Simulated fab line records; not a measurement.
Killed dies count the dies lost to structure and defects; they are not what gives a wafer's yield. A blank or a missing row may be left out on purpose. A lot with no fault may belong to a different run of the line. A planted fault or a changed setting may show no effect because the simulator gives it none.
What tool caused it? ; flow sky130 ; 13 lots, 37 wafers sampled, at 5 steps of a route of 708

## WHAT THE GAUGES READ, wafer by wafer
SKY_NWELL_THK_MEAS_02. Usual: for NWELL_OXIDATION_THK the level is 9.91 nm and the standard deviation is 0.19.
lot;measured;on;NWELL_OXIDATION_THK (nm);flag
L329;day 2 13:23;film_metro-03;10.11 10.13 10.10;
L331;day 2 21:31;film_metro-03;10.11 10.05 9.82;
L332;day 3 00:44;film_metro-02;10.16 10.28 10.18;
L334;day 3 14:29;film_metro-02;9.80 10.02 9.71;
L335;day 3 18:38;film_metro-03;9.97 10.08 10.01;
L338;day 4 12:06;film_metro-01;9.78 9.96 9.90;
L340;day 4 23:05;film_metro-03;10.01 10.21 10.09;
L343;day 5 14:50;film_metro-02;10.08 9.94;
L346;day 6 05:29;film_metro-03;10.04 10.14;
L347;day 6 09:50;film_metro-03;9.48 9.49 9.66;
L348;day 6 18:53;film_metro-01;9.95 10.07 9.85;
L349;day 6 23:17;film_metro-01;9.89 9.87 9.84;
L352;day 7 11:56;film_metro-03;9.83 9.87 9.81;

SKY_PWDE_TW_MEAS_10. Usual: for PWDE_TW the level is 373.0 and the standard deviation is 2.
lot;measured;on;PWDE_TW;flag
L329;day 3 21:20;film_metro-02;375.9 373.6 372.4;
L331;day 4 06:04;film_metro-03;370.1 371.2 370.2;
L332;day 4 08:56;film_metro-03;371.4 369.8 372.0;
L334;day 5 00:07;film_metro-01;374.3 374.3 374.5;
L335;day 5 05:05;film_metro-02;375.5 373.4 374.1;
L338;day 5 23:13;film_metro-02;373.3 372.8 373.0;
L340;day 6 11:04;film_metro-02;373.2 374.2 375.1;
L343;day 7 04:31;film_metro-02;372.6 372.5;
L346;day 7 20:55;film_metro-02;372.4 373.1;
L347;day 8 01:55;film_metro-01;374.1 371.3 374.1;
L348;day 8 11:14;film_metro-02;373.1 372.3 373.1;
L349;day 8 16:02;film_metro-01;374.1 374.0 372.6;
L352;day 9 05:25;film_metro-02;374.8 374.7 373.8;

SKY_SONOS_TUNNEL_TW_MEAS_12. Usual: for SONOS_TUNNEL_TW the level is 196.8 and the standard deviation is 1.8.
lot;measured;on;SONOS_TUNNEL_TW;flag
L329;day 11 10:01;film_metro-03;195.8 195.9 196.2;
L331;day 11 22:44;film_metro-02;198.0 197.0 197.7;
L332;day 12 02:02;film_metro-04;197.3 197.0 197.6;
L334;day 13 01:03;film_metro-04;199.1 198.1 199.9;
L335;day 13 07:55;film_metro-02;197.4 198.2 197.8;
L338;day 14 07:18;film_metro-02;196.5 195.8 195.2;
L340;day 15 02:00;film_metro-04;198.8 198.2 198.8;
L343;day 16 01:09;film_metro-04;179.8 198.7;OFF
L346;day 16 23:39;film_metro-04;179.9 197.0;OFF
L347;day 17 07:43;film_metro-04;198.8 198.9 199.7;
L348;day 17 20:58;film_metro-02;195.3 196.6 197.4;
L349;day 18 00:43;film_metro-03;196.3 194.4 195.0;
L352;day 18 19:05;film_metro-03;194.3 195.0 194.9;

## WHAT TOOL EACH LOT RAN ON (gives the tool, then ch and the chambers of the sampled wafers, and finally the start)
lot;SKY_VT_ADJUST_LVTN_STRIP_09;SKY_SONOS_TUNNEL_IMPLANT_09
L329;plasma_asher-02 ch 1, day 6 21:11;implanter-01 ch 0, day 11 09:35
L331;plasma_asher-02 ch 0,1, day 7 07:44;implanter-02 ch 0, day 11 22:21
L332;plasma_asher-01 ch 0,1, day 7 11:28;implanter-03 ch 0, day 12 01:39
L334;plasma_asher-02 ch 0,1, day 8 05:28;implanter-01 ch 0, day 13 00:38
L335;plasma_asher-01 ch 0,1, day 8 12:05;implanter-03 ch 0, day 13 07:32
L338;plasma_asher-03 ch 0, day 9 08:37;implanter-03 ch 0, day 14 06:54
L340;plasma_asher-01 ch 0,1, day 9 23:07;implanter-01 ch 0, day 15 01:35
L343;plasma_asher-02 ch 1, day 10 18:42;implanter-03 ch 0, day 16 00:36
L346;plasma_asher-01 ch 0, day 11 13:25;implanter-03 ch 0, day 16 23:14
L347;plasma_asher-01 ch 0, day 11 21:22;implanter-01 ch 0, day 17 07:18
L348;plasma_asher-03 ch 0,1, day 12 06:46;implanter-02 ch 0, day 17 20:28
L349;plasma_asher-02 ch 0,1, day 12 11:58;implanter-02 ch 0, day 18 00:17
L352;plasma_asher-03 ch 0,1, day 13 02:22;implanter-02 ch 0, day 18 18:38
- SKY_VT_ADJUST_LVTN_STRIP_09: strips in O2/N2.
- SKY_SONOS_TUNNEL_IMPLANT_09

## WHAT THE TOOLS THEMSELVES READ (means of the sampled wafers that have a number; where no wafer has one, the mark that the record gives instead)
SKY_VT_ADJUST_LVTN_STRIP_09. Usual: drypump_motor_current_A 5.49 A, standard deviation 0.25; oes_product_au 0.722 a.u., standard deviation 0.0045; strip_time_to_endpoint_s 36.94 s, standard deviation 0.12.
lot;tool;drypump_motor_current_A (A);oes_product_au (a.u.);strip_time_to_endpoint_s (s);flag
L329;plasma_asher-02;5.09;0.724;37.13;
L331;plasma_asher-02;5.34;0.722;36.88;
L332;plasma_asher-01;5.47;0.725;36.88;
L334;plasma_asher-02;5.62;0.723;36.93;
L335;plasma_asher-01;5.48;0.726;36.94;
L338;plasma_asher-03;5.74;0.720;36.97;
L340;plasma_asher-01;5.41;0.726;36.91;
L343;plasma_asher-02;5.11;0.722;37.09;
L346;plasma_asher-01;5.31;0.724;36.77;
L347;plasma_asher-01;5.30;0.726;37.11;
L348;plasma_asher-03;5.64;0.724;37.10;
L349;plasma_asher-02;5.60;0.723;36.96;
L352;plasma_asher-03;5.54;0.720;37.17;

## THE ANSWER, worked out from the rows above alone
Rule: lot off if the mean of its wafers having a number is beyond 3 standard deviations from the usual mean. Also off: a lot with no number at a reading for which 4 or more lots have one. Where the step has rows for the other lots, those lots are counted as sound. The gauges are gone through in route order, then the tools' own readings, and for those a lot's mean is taken as printed above. The first step at which some lot is off is used, and at that step the reading that is off furthest; a lot without a number counts as furthest.
Off: at SKY_SONOS_TUNNEL_TW_MEAS_12 (SONOS_TUNNEL_TW), L343, L346.
If a tool, at a process step before that reading, ran all the lots that are off and no sound lot after the first of them, it fits. Gauges at SKY_SONOS_TUNNEL_TW_MEAS_12: tried the same way as those tools. One fits: implanter-03 at SKY_SONOS_TUNNEL_IMPLANT_09. Its last sound lot is L338 (day 14 06:54), its first lot that is off L343 (day 16 00:36): a fault that began between those two fits.

## WHAT THE SIMULATOR HAD PUT IN
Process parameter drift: implanter-03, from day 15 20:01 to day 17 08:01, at SKY_SONOS_TUNNEL_IMPLANT_09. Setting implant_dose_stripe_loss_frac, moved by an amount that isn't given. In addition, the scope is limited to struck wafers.
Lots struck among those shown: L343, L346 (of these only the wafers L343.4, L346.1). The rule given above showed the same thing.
